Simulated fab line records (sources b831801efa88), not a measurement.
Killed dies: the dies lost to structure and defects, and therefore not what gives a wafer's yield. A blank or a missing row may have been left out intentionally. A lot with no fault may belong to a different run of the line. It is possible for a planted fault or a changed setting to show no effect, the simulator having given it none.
fab line records	flow sky130
record: lots: 5	wafers: 15	lastDay: 49
route steps=708 shown LI_CONTACT@367 LOCAL_INTERCONNECT@387 CONTACT@406 PAD_OPEN@708
lots that met no fault: from a run of the same line without faults
startH: the number of hours between the record's first day and the start of the first shown wafer of the lot	waitH: hours from the lot's prior step to this one	" as in the row above	L1.1+2: a row that stands for several wafers	- no value present, or no start provided	* or withheld: withheld	< > ~ a bound
route shown NAME@n: a module of which the file shows steps, and the number in the route of the first	usual: mean and standard deviation over wafers with no fault	same: alike in all rows	chamber/n: place in a boat	sites: each site's reading	_std_site: the values' standard deviation	_edge_site: mean of outer sites minus mean of inner sites	radiusMm: for every site, how far away it sits from the centre of the wafer	mask NAME#n: copy n	behind: the last tool/chamber to shape the wafer	hold: the reason the lot was held/the length of the hold in hours/how it ended	device: whichever transistor did not switch (one of n, p or np)	end of line: the same wafers' tests at the end of the route	for a step that has no rows: nothing shown but its recipe	killed: dies lost to structure and defects at the first sort, not the wafer's yield	map: a wafer's dies, x killed, . not, _ none there
set.NAME: the setting as run; set.NAME@STEP: as run at that earlier step	model.NAME: the simulator's own value behind a step, which no gauge read
lots at selected steps of the route; one table per step, one row per wafer
services: the hour from which a tool's chamber was out of use, counted from the record's first day as startH (under 0 if before that day), plus the number of hours and why
== steps ==
step: SKY_LI_CONTACT_HMDS_05
recipe: primeTimeS: 60	primeTempC: 120
step: SKY_LI_CONTACT_COAT_06
recipe: resist: BARC	tempC: withheld	timeS: withheld	spinRpm: 3000	resistThkNm: 60
step: SKY_LI_CONTACT_COAT_07
recipe: resist: KrF-thick	spinRpm: 3000	resistThkNm: 450
step: SKY_LI_CONTACT_SOFTBAKE_08
recipe: tempC: 100	timeS: 90	resist: KrF-thick
step: SKY_LI_CONTACT_EXPOSE_09
recipe: maskId: LICM1	na: 0.8	sourceShape: annular	sigmaInner: 0.55	sigmaOuter: 0.85	targetCdNm: 170	doseMj: 38
step: SKY_LI_CONTACT_PEB_10
recipe: pebTempC: withheld	pebTimeS: withheld	resist: KrF-thick
step: SKY_LI_CONTACT_DEVELOP_11
recipe: developTimeS: 60	resist: KrF-thick	devTempC: 21
step: SKY_LI_CONTACT_CD_MEAS_12
recipe: targetCdNm: 170
usual: cdNm: 169.8/1.4
lot.wafer	tool	chamber	startH	waitH	cdNm
L160.2	cdSem-02	-	726.26	-	169.1
L160.4	"	-	"	"	168.1
L160.6	"	-	"	"	168.0
L161.2	cdSem-01	-	737.33	-	169.3
L161.3	"	-	"	"	169.0
L161.5	"	-	"	"	168.8
L162.2	cdSem-02	-	745.77	-	169.4
L162.3	"	-	"	"	167.8
L162.5	"	-	"	"	169.5
L168.2	cdSem-02	-	780.66	-	171.2
L168.3	"	-	"	"	169.9
L168.4	"	-	"	"	170.3
L174.1	cdSem-02	-	822.29	-	168.5
L174.2	"	-	"	"	167.6
L174.5	"	-	"	"	169.1
step: SKY_LI_CONTACT_OVL_MEAS_13
usual: LI_CONTACT_OVL: 0/6.4
lot.wafer	tool	chamber	startH	waitH	LI_CONTACT_OVL[nm]
L160.2	overlay-02	-	726.36	0.1	3
L160.4	"	-	"	"	1
L160.6	"	-	"	"	8
L161.2	overlay-02	-	737.44	0.1	5
L161.3	"	-	"	"	0
L161.5	"	-	"	"	-3
L162.2	overlay-01	-	745.88	0.1	5
L162.3	"	-	"	"	2
L162.5	"	-	"	"	3
L168.2	overlay-02	-	780.76	0.1	-2
L168.3	"	-	"	"	-2
L168.4	"	-	"	"	5
L174.1	overlay-02	-	822.41	0.1	-2
L174.2	"	-	"	"	2
L174.5	"	-	"	"	-2
step: SKY_LI_CONTACT_ETCH_14
recipe: chemistry: N2/H2	target: BARC	ionEnergyEv: 200	sourceW: 500	biasW: 100	pressureMtorr: 30	n2FlowSccm: 100	h2FlowSccm: 200	stopOn: SiO2	timeS: 45.9	targetDepthA: 600
step: SKY_LI_CONTACT_ETCH_15
recipe: target: PSG	chemistry: C4F8/O2/Ar	stopOn: Si	taperDeg: 4.15	maskMaterial: KrF-thick	sourceW: 1500	biasW: 1200	pressureMtorr: 40	c4f8FlowSccm: withheld	O2_flow_sccm: 6	Ar_flow_sccm: 300	timeS: withheld	targetDepthA: 6000
step: SKY_LI_CONTACT_STRIP_16
recipe: chemistry: O2/N2	powerW: 1400	pressureMtorr: 1500	platenTempC: withheld	o2FlowSccm: 3000	n2FlowSccm: 300	overashFraction: 0.5
step: SKY_LI_CONTACT_CLEAN_17
recipe: chemistry: NMP	timeS: 600	tempC: 60	dry: n2Spin
lot.wafer	tool	chamber	startH	waitH
L160.2+4+6	wetBench-01	0	726.62	0.1
L161.2+3+5	wetBench-04	3	737.69	0.1
L162.2+3+5	wetBench-03	1	746.14	0.1
L168.2+3+4	wetBench-03	0	781.02	0.1
L174.1+2+5	wetBench-01	0	822.67	0.1
step: SKY_LI_CONTACT_PRE_CLEAN_18
recipe: gas: Ar	timeS: 5.6	biasV: 358
step: SKY_LI_CONTACT_SPUTTER_19
recipe: material: Ti	targetThkNm: 20	chamberPressurePa: 5	powerW: 2500	substrateTempC: 200	timeS: 106.37
usual: throttleValvePct: 30.2/1.2
lot.wafer	tool	chamber	startH	waitH	throttleValvePct
L160.2	pvdSputter-03	-	726.82	0.0	29.3
L160.4	"	-	"	"	31.8
L160.6	"	-	"	"	31.8
L161.2	pvdSputter-01	-	737.92	0.0	30.5
L161.3	"	-	"	"	30.0
L161.5	"	-	"	"	31.9
L162.2	pvdSputter-01	-	746.37	0.0	30.2
L162.3	"	-	"	"	30.2
L162.5	"	-	"	"	31.6
L168.2	pvdSputter-01	-	781.22	0.0	29.1
L168.3	"	-	"	"	31.9
L168.4	"	-	"	"	30.3
L174.1	pvdSputter-01	-	822.88	0.0	30.3
L174.2	"	-	"	"	31.9
L174.5	"	-	"	"	29.9
step: SKY_LI_CONTACT_SPUTTER_20
recipe: material: TiN	targetThkNm: 20	chamberPressurePa: 5	powerW: 4000	timeS: 80
step: SKY_LI_CONTACT_CVD_21
recipe: material: W	targetThkNm: 400	timeS: 120.56	tempC: 400	pressureTorr: 40
usual: heaterPowerW: 814/93
lot.wafer	tool	chamber	startH	waitH	heaterPowerW
L160.2	cvdW-01	1	726.95	0.0	891
L160.4	"	0	"	"	698
L160.6	"	0	"	"	705
L161.2	cvdW-01	0	738.06	0.0	676
L161.3	"	1	"	"	877
L161.5	"	1	"	"	892
L162.2	cvdW-01	0	746.50	0.0	694
L162.3	"	0	"	"	708
L162.5	"	1	"	"	889
L168.2	cvdW-01	0	781.35	0.0	701
L168.3	"	0	"	"	693
L168.4	"	1	"	"	890
L174.1	cvdW-02	0	823.02	0.0	926
L174.2	"	1	"	"	777
L174.5	"	1	"	"	787
step: SKY_LI_CONTACT_RS_MEAS_22
recipe: thkMeasGauge: four-point-probe	reads: W_of_LI_CONTACT_CVD_21+TiN_of_LI_CONTACT_SPUTTER_20+Ti_of_LI_CONTACT_SPUTTER_19
usual: LI_CONTACT_W_RS: 0.282/0.0034
lot.wafer	tool	chamber	startH	waitH	LI_CONTACT_W_RS[ohm/sq]
L160.2	filmMetro-01	-	727.10	0.1	0.278
L160.4	"	-	"	"	0.283
L160.6	"	-	"	"	0.286
L161.2	filmMetro-01	-	738.20	0.1	0.288
L161.3	"	-	"	"	0.286
L161.5	"	-	"	"	0.282
L162.2	filmMetro-01	-	746.65	0.1	0.283
L162.3	"	-	"	"	0.282
L162.5	"	-	"	"	0.281
L168.2	filmMetro-04	-	781.50	0.1	0.284
L168.3	"	-	"	"	0.282
L168.4	"	-	"	"	0.277
L174.1	filmMetro-03	-	823.15	0.1	0.281
L174.2	"	-	"	"	0.283
L174.5	"	-	"	"	0.286
step: SKY_LI_CONTACT_THK_MEAS_23
recipe: thkMeasGauge: xrf	reads: W_of_LI_CONTACT_CVD_21
usual: LI_CONTACT_W_THK: 396/5.4
lot.wafer	tool	chamber	startH	waitH	LI_CONTACT_W_THK[nm]
L160.2	filmMetro-01	-	727.21	0.1	407
L160.4	"	-	"	"	394
L160.6	"	-	"	"	393
L161.2	filmMetro-01	-	738.31	0.1	390
L161.3	"	-	"	"	392
L161.5	"	-	"	"	399
L162.2	filmMetro-01	-	746.76	0.1	390
L162.3	"	-	"	"	388
L162.5	"	-	"	"	390
L168.2	filmMetro-04	-	781.61	0.1	392
L168.3	"	-	"	"	393
L168.4	"	-	"	"	404
L174.1	filmMetro-03	-	823.27	0.1	397
L174.2	"	-	"	"	396
L174.5	"	-	"	"	390
step: SKY_LI_CONTACT_CMP_24
recipe: stopOn: PSG	tOverpolishS: 20	downForcePsi: 3.5	platenRpm: 60	targetThkNm: 0	padVelocityMS: 0.94248
usual: motorCurrentA: 10.2/0.8	overpolishRunS: 20.000/0.0098	timeToEndpointS: 99/4.4
lot.wafer	tool	chamber	startH	waitH	motorCurrentA	overpolishRunS	timeToEndpointS
L160.2	cmp-01	2	727.36	0.1	9.8	20.016	97
L160.4	"	3	"	"	10.6	19.984	101
L160.6	"	1	"	"	10.1	20.004	106
L161.3	cmp-02	2	738.36	0.0	10.5	19.995	96
L161.2	"	1	"	"	11.6	20.009	105
L161.5	"	3	"	"	10.0	19.985	97
L162.3	cmp-01	0	746.86	0.1	9.4	20.003	94
L162.2	"	1	"	"	10.1	20.008	105
L162.5	"	3	"	"	10.9	20.010	103
L168.4	cmp-02	2	781.66	0.0	11.0	19.976	97
L168.2	"	3	"	"	10.7	20.016	95
L168.3	"	0	"	"	8.9	19.990	103
L174.1	cmp-01	2	823.33	0.1	10.2	20.010	102
L174.2	"	0	"	"	9.3	19.997	97
L174.5	"	2	"	"	10.1	20.003	95
step: SKY_LOCAL_INTERCONNECT_SPUTTER_00
recipe: material: TiN	targetThkNm: 100	tempC: 300	powerW: 6500	timeS: 83.3	chamberPressurePa: 0.4
step: SKY_LOCAL_INTERCONNECT_RS_MEAS_01
recipe: thkMeasGauge: four-point-probe	reads: TiN_of_LOCAL_INTERCONNECT_SPUTTER_00
usual: LOCAL_INTERCONNECT_TIN_RS: 14.09/0.19
lot.wafer	tool	chamber	startH	waitH	LOCAL_INTERCONNECT_TIN_RS[ohm/sq]
L160.2	filmMetro-03	-	727.64	0.1	14.17
L160.4	"	-	"	"	14.00
L160.6	"	-	"	"	14.28
L161.2	filmMetro-03	-	738.75	0.1	13.77
L161.3	"	-	"	"	13.95
L161.5	"	-	"	"	14.20
L162.2	filmMetro-02	-	747.19	0.1	14.15
L162.3	"	-	"	"	13.94
L162.5	"	-	"	"	13.99
L168.2	filmMetro-02	-	782.04	0.1	14.10
L168.3	"	-	"	"	13.78
L168.4	"	-	"	"	13.77
L174.1	filmMetro-02	-	823.69	0.0	14.27
L174.2	"	-	"	"	13.69
L174.5	"	-	"	"	14.04
step: SKY_LOCAL_INTERCONNECT_THK_MEAS_02
recipe: thkMeasGauge: xrf	reads: TiN_of_LOCAL_INTERCONNECT_SPUTTER_00
usual: LOCAL_INTERCONNECT_TIN_THK: 98.8/1.3
lot.wafer	tool	chamber	startH	waitH	LOCAL_INTERCONNECT_TIN_THK[nm]
L160.2	filmMetro-03	-	727.75	0.1	98.9
L160.4	"	-	"	"	99.1
L160.6	"	-	"	"	97.7
L161.2	filmMetro-03	-	738.86	0.1	101.5
L161.3	"	-	"	"	100.1
L161.5	"	-	"	"	98.2
L162.2	filmMetro-02	-	747.30	0.1	98.7
L162.3	"	-	"	"	99.9
L162.5	"	-	"	"	99.1
L168.2	filmMetro-02	-	782.15	0.1	98.5
L168.3	"	-	"	"	100.5
L168.4	"	-	"	"	100.7
L174.1	filmMetro-02	-	823.81	0.1	97.0
L174.2	"	-	"	"	100.6
L174.5	"	-	"	"	98.6
step: SKY_LOCAL_INTERCONNECT_DEHYDRATE_03
recipe: tempC: 200	timeS: 60
step: SKY_LOCAL_INTERCONNECT_HMDS_04
recipe: primeTimeS: 60	primeTempC: 120
step: SKY_LOCAL_INTERCONNECT_COAT_05
recipe: resist: BARC	tempC: withheld	timeS: withheld	spinRpm: 3000	resistThkNm: 60
step: SKY_LOCAL_INTERCONNECT_COAT_06
recipe: resist: KrF-thick	spinRpm: 3000	resistThkNm: 450
step: SKY_LOCAL_INTERCONNECT_SOFTBAKE_07
recipe: tempC: 100	timeS: 90	resist: KrF-thick
step: SKY_LOCAL_INTERCONNECT_EXPOSE_08
recipe: maskId: LI1M	na: 0.8	sourceShape: annular	sigmaInner: 0.55	sigmaOuter: 0.85	targetCdNm: 170	doseMj: 28
step: SKY_LOCAL_INTERCONNECT_PEB_09
recipe: pebTempC: withheld	pebTimeS: withheld	resist: KrF-thick
step: SKY_LOCAL_INTERCONNECT_DEVELOP_10
recipe: developTimeS: 60	resist: KrF-thick	devTempC: 21
step: SKY_LOCAL_INTERCONNECT_CD_MEAS_11
recipe: targetCdNm: 170
usual: cdNm: 169.8/1.4
lot.wafer	tool	chamber	startH	waitH	cdNm
L160.2	cdSem-01	-	754.51	-	170.2
L160.4	"	-	"	"	170.7
L160.6	"	-	"	"	168.7
L161.2	cdSem-01	-	765.16	-	169.1
L161.3	"	-	"	"	168.4
L161.5	"	-	"	"	169.4
L162.2	cdSem-01	-	773.78	-	171.8
L162.3	"	-	"	"	170.4
L162.5	"	-	"	"	171.1
L168.2	cdSem-01	-	808.16	-	169.8
L168.3	"	-	"	"	171.4
L168.4	"	-	"	"	169.5
L174.1	cdSem-02	-	849.91	-	171.7
L174.2	"	-	"	"	171.8
L174.5	"	-	"	"	173.5
step: SKY_LOCAL_INTERCONNECT_OVL_MEAS_12
usual: LOCAL_INTERCONNECT_OVL: -2/5.2
lot.wafer	tool	chamber	startH	waitH	LOCAL_INTERCONNECT_OVL[nm]
L160.2	overlay-02	-	754.61	0.1	2
L160.4	"	-	"	"	0
L160.6	"	-	"	"	-5
L161.2	overlay-02	-	765.26	0.1	1
L161.3	"	-	"	"	-1
L161.5	"	-	"	"	7
L162.2	overlay-01	-	773.89	0.1	-7
L162.3	"	-	"	"	1
L162.5	"	-	"	"	-1
L168.2	overlay-02	-	808.26	0.1	-7
L168.3	"	-	"	"	-15
L168.4	"	-	"	"	-15
L174.1	overlay-01	-	850.03	0.1	-10
L174.2	"	-	"	"	-7
L174.5	"	-	"	"	-12
step: SKY_LOCAL_INTERCONNECT_ETCH_13
recipe: chemistry: N2/H2	target: BARC	ionEnergyEv: 200	biasW: 100	pressureMtorr: 30	n2FlowSccm: 100	h2FlowSccm: 200	icpW: 500	stopOn: SiO2	timeS: 45.9	targetDepthA: 600
step: SKY_LOCAL_INTERCONNECT_METAL_ETCH_14
recipe: targetDepthNm: 110	stopOn: PSG	chemistry: Cl2/BCl3	target: TiN	resistSidewallDeg: 88	pressureMtorr: 10	icpW: 900	biasW: 48.5	Cl2_flow_sccm: 60	bcl3FlowSccm: 30	timeS: 31.4
usual: drypumpMotorCurrentA: 5.8/0.32	oesProductAu: 0.943/0.0087	throttleValvePct: 21.899/0.011
lot.wafer	tool	chamber	startH	waitH	drypumpMotorCurrentA	oesProductAu	rfHoursCounterH	throttleValvePct
L160.2	rieMetal-03	0	754.71	0.0	5.8	0.938	13	21.903
L160.4	"	0	"	"	5.8	0.950	-	21.896
L160.6	"	1	"	"	6.3	0.934	-	21.901
L161.2	rieMetal-02	0	765.36	0.0	5.5	0.957	13	21.890
L161.3	"	1	"	"	6.0	0.948	-	21.898
L161.5	"	1	"	"	6.0	0.940	-	21.877
L162.2	rieMetal-02	0	773.98	0.0	5.5	0.933	13	21.912
L162.3	"	0	"	"	5.5	0.949	-	21.896
L162.5	"	1	"	"	6.0	0.950	-	21.906
L168.2	rieMetal-02	0	808.36	0.0	5.5	0.937	1	21.899
L168.3	"	1	"	"	6.0	0.946	-	21.900
L168.4	"	0	"	"	5.5	0.959	-	21.889
L174.1	rieMetal-02	1	850.15	0.1	6.0	0.939	5	21.902
L174.2	"	0	"	"	5.5	0.955	2	21.887
L174.5	"	1	"	"	6.0	0.942	-	21.919
step: SKY_LOCAL_INTERCONNECT_STRIP_15
recipe: chemistry: O2/N2	powerW: 1400	pressureMtorr: 1500	platenTempC: withheld	o2FlowSccm: 3000	n2FlowSccm: 300	overashFraction: 0.5
step: SKY_LOCAL_INTERCONNECT_STRIP_16
recipe: chemistry: postEtchResidueRemover	timeS: 1200	tempC: 72.5
step: SKY_LOCAL_INTERCONNECT_CLEAN_17
recipe: chemistry: IPA	timeS: 180	tempC: 25
step: SKY_LOCAL_INTERCONNECT_CLEAN_18
recipe: chemistry: O3/DIW	dry: n2Spin
step: SKY_CONTACT_CVD_00
recipe: material: Si3N4	targetThkNm: 75	tempC: 400	timeS: withheld	rfW: 450
usual: heaterPowerW: 734/74
lot.wafer	tool	chamber	startH	waitH	heaterPowerW
L160.2	pecvd-03	1	755.36	0.0	662
L160.4	"	0	"	"	788
L160.6	"	1	"	"	667
L161.2	pecvd-01	0	766.00	0.0	747
L161.3	"	2	"	"	721
L161.5	"	0	"	"	731
L162.2	pecvd-03	1	774.62	0.0	655
L162.3	"	0	"	"	737
L162.5	"	2	"	"	617
L168.2	pecvd-01	0	809.01	0.0	704
L168.3	"	1	"	"	753
L168.4	"	1	"	"	759
L174.1	pecvd-01	0	850.81	0.0	769
L174.2	"	1	"	"	814
L174.5	"	2	"	"	757
step: SKY_CONTACT_THK_MEAS_01
recipe: reads: Si3N4_of_CONTACT_CVD_00
usual: CONTACT_CVD_00_THK: 75.5/0.96
lot.wafer	tool	chamber	startH	waitH	CONTACT_CVD_00_THK[nm]
L160.2	filmMetro-02	-	755.40	-	74.0
L160.4	"	-	"	"	76.0
L160.6	"	-	"	"	75.8
L161.2	filmMetro-03	-	766.04	-	74.7
L161.3	"	-	"	"	74.7
L161.5	"	-	"	"	76.1
L162.2	filmMetro-03	-	774.67	-	73.8
L162.3	"	-	"	"	75.2
L162.5	"	-	"	"	76.8
L168.2	filmMetro-02	-	809.05	-	75.4
L168.3	"	-	"	"	75.3
L168.4	"	-	"	"	76.2
L174.1	filmMetro-01	-	850.85	-	74.9
L174.2	"	-	"	"	73.8
L174.5	"	-	"	"	75.6
step: SKY_CONTACT_HDPCVD_02
recipe: material: SiO2	targetThkNm: 565	sigmaOpenFrac: 0.3	timeS: 94.2	tempC: 600	sih4FlowSccm: 60	pressureMtorr: 6
step: SKY_PAD_OPEN_PROBE_99
usual: killed_at_M0_to_M3: 43/6.3	killed_at_M4_up: 3.0/1.6	killedAtContacts: 25/5	killedAtFrontEnd: 15/4.4	killedAtOther: 0.3/0.8	killedDies: 85/8.7	killedOnRim: 17/3.7	killedOpen: 47/6.9	killedShort: 38/6.3
same: grossDies: 492	killedAtBackSide: 0
lot.wafer	tool	chamber	startH	waitH	killed_at_M0_to_M3	killed_at_M4_up	killedAtContacts	killedAtFrontEnd	killedAtOther	killedDies	killedOnRim	killedOpen	killedShort
L160.2	prober-02	-	1113.83	0.1	37	3	24	15	0	79	20	44	35
L160.4	prober-02	-	1113.93	0.2	37	4	21	10	1	73	21	38	35
L160.6	prober-02	-	1114.03	0.2	41	3	21	22	1	88	18	56	32
L161.2	prober-02	-	1121.66	0.1	58	3	25	17	0	103	21	51	52
L161.3	prober-02	-	1121.71	0.2	49	2	32	8	0	91	15	57	34
L161.5	prober-02	-	1121.81	0.2	52	3	19	14	4	92	21	44	44
L162.2	prober-01	-	1129.29	0.1	39	5	24	21	0	89	23	46	43
L162.3	prober-01	-	1129.34	0.2	43	1	18	24	0	86	13	49	37
L162.5	prober-01	-	1129.44	0.2	40	3	22	13	0	78	12	41	37
L168.2	prober-02	-	1154.14	0.1	41	5	59	11	0	116	30	42	34
L168.3	prober-02	-	1154.19	0.2	46	1	63	13	0	123	26	41	42
L168.4	prober-02	-	1154.24	0.2	39	6	53	15	0	113	26	47	29
L174.1	prober-02	-	1179.03	0.1	48	4	27	11	0	90	26	50	40
L174.2	prober-02	-	1179.08	0.1	39	5	21	21	0	86	17	41	45
L174.5	prober-02	-	1179.23	0.2	47	5	25	11	0	88	15	46	42
killed by level:class
L160.2 CONTACT:geometricParticle:open=9 VIA1:geometricParticle:open=7 METAL2:geometricParticle:short=7 FIELD_ISO:geometricParticle:open=6 LI_CONTACT:geometricParticle:open=6 CONTACT:geometricParticle:short=5 VIA2:geometricParticle:open=5 FIELD_ISO:geometricParticle:short=3
L160.4 VIA1:geometricParticle:open=11 CONTACT:geometricParticle:open=8 LOCAL_INTERCONNECT:geometricParticle:short=7 METAL1:geometricParticle:short=6 VIA1:geometricParticle:short=5 VIA2:geometricParticle:short=4 FIELD_ISO:geometricParticle:open=3 FIELD_ISO:geometricParticle:short=3
L160.6 VIA3:geometricParticle:open=10 VIA1:geometricParticle:open=9 CONTACT:geometricParticle:open=8 VIA2:geometricParticle:open=8 POLY_GATE:geometricParticle:short=7 POLY_GATE:geometricParticle:open=7 FIELD_ISO:geometricParticle:open=6 LI_CONTACT:geometricParticle:open=4
L161.2 METAL2:geometricParticle:short=10 VIA3:geometricParticle:open=10 CONTACT:geometricParticle:open=9 VIA1:geometricParticle:open=9 VIA2:geometricParticle:open=7 METAL1:geometricParticle:short=6 VIA1:geometricParticle:short=5 FIELD_ISO:geometricParticle:short=4
L161.3 CONTACT:geometricParticle:open=12 VIA1:geometricParticle:open=12 LI_CONTACT:geometricParticle:open=11 VIA3:geometricParticle:open=8 METAL1:geometricParticle:short=6 VIA1:geometricParticle:short=6 CONTACT:geometricParticle:short=5 POLY_GATE:geometricParticle:open=4
L161.5 VIA1:geometricParticle:open=12 METAL2:geometricParticle:short=8 FIELD_ISO:geometricParticle:short=7 CONTACT:geometricParticle:open=7 METAL1:geometricParticle:short=7 LI_CONTACT:geometricParticle:open=6 VIA1:geometricParticle:short=5 VIA2:geometricParticle:open=5
L162.2 VIA1:geometricParticle:open=7 LI_CONTACT:geometricParticle:open=6 LOCAL_INTERCONNECT:geometricParticle:short=6 FIELD_ISO:geometricParticle:open=5 VIA1:geometricParticle:short=5 CONTACT:geometricParticle:open=5 METAL1:geometricParticle:short=5 VIA3:geometricParticle:open=5
L162.3 VIA1:geometricParticle:open=8 FIELD_ISO:geometricParticle:short=7 VIA3:geometricParticle:open=7 METAL2:geometricParticle:short=6 LI_CONTACT:geometricParticle:open=6 FIELD_ISO:geometricParticle:open=5 POLY_GATE:geometricParticle:open=5 CONTACT:geometricParticle:short=5
L162.5 VIA1:geometricParticle:open=10 METAL1:geometricParticle:short=8 LI_CONTACT:geometricParticle:short=7 CONTACT:geometricParticle:open=7 VIA3:geometricParticle:open=5 VIA2:geometricParticle:open=5 FIELD_ISO:geometricParticle:open=3 POLY_GATE:geometricParticle:open=3
L168.2 LI_CONTACT:unspecified=40 METAL2:geometricParticle:short=8 VIA2:geometricParticle:open=8 VIA1:geometricParticle:open=7 LI_CONTACT:geometricParticle:open=6 CONTACT:geometricParticle:open=6 VIA3:geometricParticle:open=5 METAL1:geometricParticle:short=4
L168.3 LI_CONTACT:unspecified=40 VIA3:geometricParticle:open=10 VIA2:geometricParticle:open=8 CONTACT:geometricParticle:open=7 LI_CONTACT:geometricParticle:open=6 CONTACT:geometricParticle:short=6 VIA2:geometricParticle:short=6 METAL2:geometricParticle:short=5
L168.4 LI_CONTACT:unspecified=37 VIA1:geometricParticle:open=12 CONTACT:geometricParticle:open=7 VIA3:geometricParticle:open=7 POLY_GATE:geometricParticle:open=5 METAL2:geometricParticle:short=5 VIA2:geometricParticle:open=5 CONTACT:geometricParticle:short=4
L174.1 VIA1:geometricParticle:open=16 LOCAL_INTERCONNECT:geometricParticle:short=9 LI_CONTACT:geometricParticle:open=9 VIA2:geometricParticle:open=7 VIA3:geometricParticle:open=4 CONTACT:geometricParticle:open=4 FIELD_ISO:geometricParticle:open=3 FIELD_ISO:geometricParticle:short=3
L174.2 VIA1:geometricParticle:open=11 POLY_GATE:geometricParticle:short=6 LI_CONTACT:geometricParticle:open=6 CONTACT:geometricParticle:open=6 METAL1:geometricParticle:short=6 VIA1:geometricParticle:short=5 SPACER:geometricParticle:short=4 SPACER:geometricParticle:open=4
L174.5 VIA1:geometricParticle:open=11 LI_CONTACT:geometricParticle:open=10 VIA3:geometricParticle:open=9 LOCAL_INTERCONNECT:geometricParticle:short=7 METAL2:geometricParticle:short=5 FIELD_ISO:geometricParticle:short=4 POLY_GATE:geometricParticle:short=4 CONTACT:geometricParticle:short=4
map L168.3 (x killed, . not)
__________...x..x..._________
________............x._______
______x...x....x.xx....x_____
_____.....x....x....x.xx.____
____..........x........x..___
___....x.....x....x...x....__
__...x.x.....x.x.x....x.x..._
_.....xxxx.....x...x.........
_.......x...................x
_x...x...................x...
_...x....xx.x....x....x.x..xx
_.............x.......xx.x.x.
_..x..x..............xx..x.x.
_..xx..................x..x.x
_........x.....x....x.xxxxxx.
__.....x......x....xxx.xxxxx_
___..x.x.x...xx.x.x..xxxxxx__
____..x........x...xxxxxxx___
_____.xx.....x....xxxxxxx____
______x.............x.xx_____
________...x...x......_______
__________...x....xx_________
map L162.2 (x killed, . not)
__________.....xx..._________
________x.x..x......x._______
______xx.x......x.....x._____
_____x....x..x...x.......____
____..xx..x.xx......x...x.___
___...x...x............x...__
__.xx......x..........x....._
_.........................xx.
_x.x...........xxx...........
_...xxx....x........x.......x
_........xx.x...........x..x.
_........x.......xx...x......
_...x........x......x.xx...x.
_x.....................x..x..
_x.x...x....xx........x.x..x.
__............x...x.....x..x_
___...........x..x....x.xx.__
____x......x....x.........___
_____...x.......x...x...x____
______..........x......._____
________x..x...x.....x_______
__________.........._________
== services ==
tool	chamber	startH	hours	kind
rieMetal-02	1	704.36	-	clean
rieMetal-02	1	704.36	13.9	scheduledDown
rieMetal-02	1	704.36	13.9	ventCycle
cmp-02	-	710.07	0.4	repair
pecvd-01	0	718.76	4.1	repair
cmp-02	-	726.80	1.8	repair
wetBench-04	-	728.85	1.9	pm
cmp-02	-	740.83	0.3	repair
pecvd-03	-	742.95	0.8	pm
cmp-02	-	744.43	4.0	pm
cvdW-01	1	748.81	12.5	repair
cmp-01	-	766.93	0.5	repair
pecvd-01	1	768.17	2.1	scheduledDown
pecvd-01	2	769.92	8.7	repair
pecvd-03	-	775.27	4.4	repair
rieMetal-02	0	779.06	-	clean
rieMetal-02	0	779.06	14.3	scheduledDown
rieMetal-02	0	779.06	14.3	ventCycle
cmp-01	-	790.44	5.3	pm
cvdW-02	1	804.34	5.6	repair
cmp-02	-	819.99	0.2	repair
cmp-02	-	827.00	2.4	repair
pecvd-03	-	841.28	0.7	repair
pvdSputter-03	-	849.39	10.7	repair
== key ==
firstSign: step: SKY_PAD_OPEN_PROBE_99	reading: killedAtContacts	direction: up	sigmas: 6.8	usual: 25	struck: 58
effect: step: SKY_PAD_OPEN_PROBE_99	reading: killedDies	direction: up	sigmas: 3.7	usual: 85	struck: 117
metAt SKY_LI_CONTACT_CLEAN_17
struckWafers L168.2,L168.3,L168.4
testerLeftOut L168
onsetBetween 746.14 781.02
alsoFits SKY_LI_CONTACT_CVD_21:cvdW-01,SKY_LI_CONTACT_CMP_24:cmp-02
fault: kind: chamberParticleSource	tool: wetBench-03	chamber: -	onsetH: 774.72	steps: SKY_LI_CONTACT_CLEAN_17	ratePerVisitCm2: 0.57338	endH: 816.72
testerLeftOut: of these lots the tester's yield and bins aren't shown, on N5 and GAA mostly nor the transistor test; their killed dies are dies lost to structure and defects alone, not to doping, threshold or leakage, so they don't give the yield
